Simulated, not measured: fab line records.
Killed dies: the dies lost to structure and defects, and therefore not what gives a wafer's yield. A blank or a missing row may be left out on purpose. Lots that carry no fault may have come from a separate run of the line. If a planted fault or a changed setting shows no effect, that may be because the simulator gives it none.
Which tool is to blame? :: flow gf180mcu :: 12 lots, 36 wafers sampled, at 4 steps of a route of 602

WHAT EACH GAUGE READ, for each wafer
GF_M1_CD_MEAS_14 targets a cd of 230 nm.
lot: L569
measured: day 17 11:15
on: cd_sem-02
cd_nm (nm): 230.4 229.7 229.5

lot: L570
measured: day 17 19:15
on: cd_sem-01
cd_nm (nm): 230.9 228.7 229.3

lot: L578
measured: day 20 09:44
on: cd_sem-01
cd_nm (nm): 231.9 232.1 232.6

lot: L579
measured: day 20 16:39
on: cd_sem-01
cd_nm (nm): 230.6 230.5 231.3

lot: L582
measured: day 22 03:57
on: cd_sem-02
cd_nm (nm): 227.0 228.1 227.4

lot: L583
measured: day 22 08:52
on: cd_sem-02
cd_nm (nm): 229.7 229.3 229.9

lot: L585
measured: day 22 21:23
on: cd_sem-01
cd_nm (nm): 229.1 227.8 228.0

lot: L586
measured: day 23 06:54
on: cd_sem-02
cd_nm (nm): 231.8 231.9 232.5

lot: L587
measured: day 23 15:44
on: cd_sem-01
cd_nm (nm): 231.2 231.1 231.0

lot: L588
measured: day 23 23:46
on: cd_sem-01
cd_nm (nm): 228.0 228.9 228.5

lot: L590
measured: day 24 14:06
on: cd_sem-02
cd_nm (nm): 227.8 228.1 228.6

lot: L592
measured: day 25 01:34
on: cd_sem-01
cd_nm (nm): 227.9 227.8 227.3

WHICH TOOL RAN EACH LOT (tool, then ch and the chambers of the sampled wafers, then the start)
lot: L569
GF_LVPWELL_STRIP_10: plasma_asher-01 ch 1, day 4 01:25
GF_MVPSD_IMPLANT_08: implanter-03 ch 0, day 5 04:38
GF_HV_LDD_STRIP_37: plasma_asher-02 ch 0,1, day 11 19:41

lot: L570
GF_LVPWELL_STRIP_10: plasma_asher-03 ch 0,1, day 4 05:20
GF_MVPSD_IMPLANT_08: implanter-02 ch 0, day 5 08:08
GF_HV_LDD_STRIP_37: plasma_asher-02 ch 0,1, day 12 03:04

lot: L578
GF_LVPWELL_STRIP_10: plasma_asher-01 ch 0,1, day 5 22:08
GF_MVPSD_IMPLANT_08: implanter-02 ch 0, day 7 05:08
GF_HV_LDD_STRIP_37: plasma_asher-01 ch 0,1, day 14 08:44

lot: L579
GF_LVPWELL_STRIP_10: plasma_asher-01 ch 0,1, day 6 05:05
GF_MVPSD_IMPLANT_08: implanter-02 ch 0, day 7 11:29
GF_HV_LDD_STRIP_37: plasma_asher-02 ch 0,1, day 14 15:59

lot: L582
GF_LVPWELL_STRIP_10: plasma_asher-03 ch 0,1, day 6 23:26
GF_MVPSD_IMPLANT_08: implanter-03 ch 0, day 8 08:02
GF_HV_LDD_STRIP_37: plasma_asher-03 ch 0,1, day 15 23:09

lot: L583
GF_LVPWELL_STRIP_10: plasma_asher-01 ch 0,1, day 7 02:47
GF_MVPSD_IMPLANT_08: implanter-04 ch 0, day 8 10:56
GF_HV_LDD_STRIP_37: plasma_asher-03 ch 0,1, day 16 02:56

lot: L585
GF_LVPWELL_STRIP_10: plasma_asher-04 ch 0,1, day 7 15:17
GF_MVPSD_IMPLANT_08: implanter-04 ch 0, day 9 00:07
GF_HV_LDD_STRIP_37: plasma_asher-03 ch 0,1, day 16 16:11

lot: L586
GF_LVPWELL_STRIP_10: plasma_asher-04 ch 0,1, day 7 19:32
GF_MVPSD_IMPLANT_08: implanter-03 ch 0, day 9 05:04
GF_HV_LDD_STRIP_37: plasma_asher-02 ch 0,1, day 17 00:35

lot: L587
GF_LVPWELL_STRIP_10: plasma_asher-01 ch 0,1, day 8 01:32
GF_MVPSD_IMPLANT_08: implanter-03 ch 0, day 9 10:29
GF_HV_LDD_STRIP_37: plasma_asher-01 ch 0,1, day 17 09:17

lot: L588
GF_LVPWELL_STRIP_10: plasma_asher-01 ch 0,1, day 8 08:02
GF_MVPSD_IMPLANT_08: implanter-03 ch 0, day 9 18:07
GF_HV_LDD_STRIP_37: plasma_asher-03 ch 0,1, day 17 18:56

lot: L590
GF_LVPWELL_STRIP_10: plasma_asher-04 ch 1, day 8 18:01
GF_MVPSD_IMPLANT_08: implanter-03 ch 0, day 10 04:01
GF_HV_LDD_STRIP_37: plasma_asher-02 ch 0,1, day 18 10:41

lot: L592
GF_LVPWELL_STRIP_10: plasma_asher-03 ch 1, day 9 05:43
GF_MVPSD_IMPLANT_08: implanter-04 ch 0, day 10 16:57
GF_HV_LDD_STRIP_37: plasma_asher-02 ch 0,1, day 19 00:36
- GF_LVPWELL_STRIP_10: strips in O2/N2.
- GF_MVPSD_IMPLANT_08
- GF_HV_LDD_STRIP_37: strips in O2/N2.

AS READ BY THE TOOLS THEMSELVES (means over the sampled wafers that have a number; for cases with no such wafer, the mark the record gives instead)
GF_LVPWELL_STRIP_10.
lot: L569
tool: plasma_asher-01
drypump_motor_current_A (A): 5.6
heater_power_w (W): 320
o2_flow_sccm (sccm): 2998
oes_product_au (a.u.): 0.726
platen_temp_c (C): 250.14
strip_time_to_endpoint_s (s): 36.96

lot: L570
tool: plasma_asher-03
drypump_motor_current_A (A): 5.6
heater_power_w (W): 302
o2_flow_sccm (sccm): 2999
oes_product_au (a.u.): 0.723
platen_temp_c (C): 250.11
strip_time_to_endpoint_s (s): 36.86

lot: L578
tool: plasma_asher-01
drypump_motor_current_A (A): 6.1
heater_power_w (W): 356
o2_flow_sccm (sccm): 2995
oes_product_au (a.u.): 0.723
platen_temp_c (C): 250.07
strip_time_to_endpoint_s (s): 36.89

lot: L579
tool: plasma_asher-01
drypump_motor_current_A (A): 6.1
heater_power_w (W): 359
o2_flow_sccm (sccm): 3007
oes_product_au (a.u.): 0.722
platen_temp_c (C): 249.99
strip_time_to_endpoint_s (s): 36.97

lot: L582
tool: plasma_asher-03
drypump_motor_current_A (A): 5.6
heater_power_w (W): 296
o2_flow_sccm (sccm): 2998
oes_product_au (a.u.): 0.724
platen_temp_c (C): 250.12
strip_time_to_endpoint_s (s): 36.89

lot: L583
tool: plasma_asher-01
drypump_motor_current_A (A): 5.9
heater_power_w (W): 341
o2_flow_sccm (sccm): 3003
oes_product_au (a.u.): 0.723
platen_temp_c (C): 250.15
strip_time_to_endpoint_s (s): 37.11

lot: L585
tool: plasma_asher-04
drypump_motor_current_A (A): 5.8
heater_power_w (W): 328
o2_flow_sccm (sccm): 2998
oes_product_au (a.u.): 0.726
platen_temp_c (C): 249.88
strip_time_to_endpoint_s (s): 37.11

lot: L586
tool: plasma_asher-04
drypump_motor_current_A (A): 5.8
heater_power_w (W): 324
o2_flow_sccm (sccm): 2999
oes_product_au (a.u.): 0.723
platen_temp_c (C): 250.14
strip_time_to_endpoint_s (s): 37.08

lot: L587
tool: plasma_asher-01
drypump_motor_current_A (A): 5.9
heater_power_w (W): 346
o2_flow_sccm (sccm): 3008
oes_product_au (a.u.): 0.722
platen_temp_c (C): 249.72
strip_time_to_endpoint_s (s): 36.99

lot: L588
tool: plasma_asher-01
drypump_motor_current_A (A): 6.1
heater_power_w (W): 363
o2_flow_sccm (sccm): 3003
oes_product_au (a.u.): 0.719
platen_temp_c (C): 250.01
strip_time_to_endpoint_s (s): 37.08

lot: L590
tool: plasma_asher-04
drypump_motor_current_A (A): 5.5
heater_power_w (W): 298
o2_flow_sccm (sccm): 2994
oes_product_au (a.u.): 0.720
platen_temp_c (C): 250.10
strip_time_to_endpoint_s (s): 36.88

lot: L592
tool: plasma_asher-03
drypump_motor_current_A (A): 5.6
heater_power_w (W): 283
o2_flow_sccm (sccm): 3007
oes_product_au (a.u.): 0.722
platen_temp_c (C): 249.98
strip_time_to_endpoint_s (s): 36.86

GF_MVPSD_IMPLANT_08.
lot: L569
tool: implanter-03
beam_energy_keV: 169.99
tilt_deg (degrees): 0.019

lot: L570
tool: implanter-02
beam_energy_keV: 169.99
tilt_deg (degrees): -0.001

lot: L578
tool: implanter-02
beam_energy_keV: 176.92
tilt_deg (degrees): -0.000

lot: L579
tool: implanter-02
beam_energy_keV: 176.92
tilt_deg (degrees): -0.034

lot: L582
tool: implanter-03
beam_energy_keV: 170.05
tilt_deg (degrees): -0.007

lot: L583
tool: implanter-04
beam_energy_keV: 169.94
tilt_deg (degrees): -0.026

lot: L585
tool: implanter-04
beam_energy_keV: 170.04
tilt_deg (degrees): -0.008

lot: L586
tool: implanter-03
beam_energy_keV: 169.99
tilt_deg (degrees): 0.012

lot: L587
tool: implanter-03
beam_energy_keV: 169.98
tilt_deg (degrees): 0.014

lot: L588
tool: implanter-03
beam_energy_keV: 170.00
tilt_deg (degrees): 0.001

lot: L590
tool: implanter-03
beam_energy_keV: 170.00
tilt_deg (degrees): 0.030

lot: L592
tool: implanter-04
beam_energy_keV: 169.94
tilt_deg (degrees): 0.014

GF_HV_LDD_STRIP_37.
lot: L569
tool: plasma_asher-02
drypump_motor_current_A (A): 5.78
heater_power_w (W): 356
o2_flow_sccm (sccm): 2992
oes_product_au (a.u.): 0.716
platen_temp_c (C): 250.02
strip_time_to_endpoint_s (s): 12.57

lot: L570
tool: plasma_asher-02
drypump_motor_current_A (A): 5.77
heater_power_w (W): 352
o2_flow_sccm (sccm): 2996
oes_product_au (a.u.): 0.715
platen_temp_c (C): 250.11
strip_time_to_endpoint_s (s): 12.60

lot: L578
tool: plasma_asher-01
drypump_motor_current_A (A): 6.11
heater_power_w (W): 355
o2_flow_sccm (sccm): 3004
oes_product_au (a.u.): 0.720
platen_temp_c (C): 249.95
strip_time_to_endpoint_s (s): 12.62

lot: L579
tool: plasma_asher-02
drypump_motor_current_A (A): 5.82
heater_power_w (W): 378
o2_flow_sccm (sccm): 2995
oes_product_au (a.u.): 0.712
platen_temp_c (C): 250.24
strip_time_to_endpoint_s (s): 12.57

lot: L582
tool: plasma_asher-03
drypump_motor_current_A (A): 5.57
heater_power_w (W): 311
o2_flow_sccm (sccm): 2995
oes_product_au (a.u.): 0.715
platen_temp_c (C): 250.06
strip_time_to_endpoint_s (s): 12.60

lot: L583
tool: plasma_asher-03
drypump_motor_current_A (A): 5.58
heater_power_w (W): 312
o2_flow_sccm (sccm): 2994
oes_product_au (a.u.): 0.715
platen_temp_c (C): 250.14
strip_time_to_endpoint_s (s): 12.62

lot: L585
tool: plasma_asher-03
drypump_motor_current_A (A): 5.59
heater_power_w (W): 311
o2_flow_sccm (sccm): 2996
oes_product_au (a.u.): 0.717
platen_temp_c (C): 249.95
strip_time_to_endpoint_s (s): 12.58

lot: L586
tool: plasma_asher-02
drypump_motor_current_A (A): 5.81
heater_power_w (W): 380
o2_flow_sccm (sccm): 3005
oes_product_au (a.u.): 0.717
platen_temp_c (C): 250.06
strip_time_to_endpoint_s (s): 12.65

lot: L587
tool: plasma_asher-01
drypump_motor_current_A (A): 5.84
heater_power_w (W): 337
o2_flow_sccm (sccm): 3010
oes_product_au (a.u.): 0.713
platen_temp_c (C): 250.06
strip_time_to_endpoint_s (s): 12.64

lot: L588
tool: plasma_asher-03
drypump_motor_current_A (A): 5.63
heater_power_w (W): 293
o2_flow_sccm (sccm): 3000
oes_product_au (a.u.): 0.715
platen_temp_c (C): 249.82
strip_time_to_endpoint_s (s): 12.63

lot: L590
tool: plasma_asher-02
drypump_motor_current_A (A): 5.77
heater_power_w (W): 350
o2_flow_sccm (sccm): 3000
oes_product_au (a.u.): 0.719
platen_temp_c (C): 250.12
strip_time_to_endpoint_s (s): 12.59

lot: L592
tool: plasma_asher-02
drypump_motor_current_A (A): 5.77
heater_power_w (W): 354
o2_flow_sccm (sccm): 2994
oes_product_au (a.u.): 0.716
platen_temp_c (C): 250.18
strip_time_to_endpoint_s (s): 12.61

THE ANSWER, worked out from the rows above alone
Rule: the lots themselves supply what counts as usual. The widest of any qualifying gaps counts: lots, ordered by their means at a reading, are off when they make up no more than a third of the lots, leave a main group of 4 or more, and stand apart from it by 3 or more times the standard deviation of that group's means. If all means in a main group match to the digits the tables above print for the reading, that group is not used. A lot without any number at a reading at which 4 lots or more have one is off too. Where the step has rows for the other lots, those lots are counted as sound. The gauges are gone through in route order, then the tools' own readings, and for those a lot's mean is taken as printed above. The first step at which some lot is off is used, and at that step the reading that is off furthest; a lot without a number counts as furthest.
Off: L578, L579 (GF_MVPSD_IMPLANT_08, beam_energy_keV). For the main group the mean is 169.99 and the standard deviation 0.034.
A tool fits if, at that step or a process step before it, it ran every lot that is off, and no sound lot after the first of them. One fits: implanter-02 at GF_MVPSD_IMPLANT_08. Its last sound lot is L570 (day 5 08:08), its first lot that is off L578 (day 7 05:08): a fault that began between those two fits.
On the lots that are off, the tool's own readings at GF_MVPSD_IMPLANT_08 differ by more than 5 times the standard deviation of the sound lots' means, which bears it out; beam_energy_keV reads 176.92 there versus 169.99 on the sound lots.

WHAT THE SIMULATOR HAD INSERTED
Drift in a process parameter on implanter-02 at GF_MVPSD_IMPLANT_08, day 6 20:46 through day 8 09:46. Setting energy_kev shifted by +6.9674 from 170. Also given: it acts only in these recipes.
Shown lots that were struck: L578, L579. The rule above reached the same finding.
